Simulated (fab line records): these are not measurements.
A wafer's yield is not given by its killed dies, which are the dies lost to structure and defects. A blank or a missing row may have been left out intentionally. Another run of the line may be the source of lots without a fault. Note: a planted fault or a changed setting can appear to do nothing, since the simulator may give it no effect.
Which tool was responsible? | flow sky130 | 12 lots, 36 wafers sampled, at 1 step of a route of 708

## WHAT THE GAUGES READ, wafer by wafer
SKY_VT_ADJUST_NCORE_TW_MEAS_11.
lot  | measured     | on            | VT_ADJUST_NCORE_TW
L075 | day 9 04:25  | film metro-04 | 220.7 220.8 220.1
L077 | day 9 20:37  | film metro-02 | 217.3 218.3 217.9
L079 | day 10 06:48 | film metro-04 | 221.8 222.0 222.1
L081 | day 10 18:34 | film metro-04 | 221.5 221.3 221.9
L083 | day 11 08:28 | film metro-02 | 216.0 216.0 217.5
L085 | day 11 23:46 | film metro-03 | 219.5 218.8 218.4
L087 | day 12 12:31 | film metro-03 | 219.6 218.8 218.5
L089 | day 13 01:55 | film metro-02 | 215.1 217.3 216.5
L091 | day 13 19:46 | film metro-02 | 217.1 216.8 217.4
L092 | day 14 10:19 | film metro-04 | 219.6 219.8 219.2
L095 | day 14 18:58 | film metro-04 | 220.0 220.0 219.0
L097 | day 15 10:55 | film metro-02 | 218.1 217.7 217.6

## EACH LOT AND THE TOOL THAT RAN IT (in order: tool; ch and the chambers of the sampled wafers; start)
The record holds no process step before these readings.

## THE ANSWER, worked out from the rows above alone
Rule: the lots themselves supply what counts as usual. The widest of any qualifying gaps counts: lots, ordered by their means at a reading, are off when they make up no more than a third of the lots, leave a main group of 4 or more, and stand apart from it by 3 or more times the standard deviation of that group's means. A main group whose means are all the same, to the digits that the tables above print for the reading, isn't used. A lot without any number at a reading at which 4 lots or more have one is off too. All remaining lots with rows at the step are treated as sound.
Across all readings shown, no lot is off: no conclusion can be drawn from this.

## WHAT HAD BEEN PUT IN BY THE SIMULATOR
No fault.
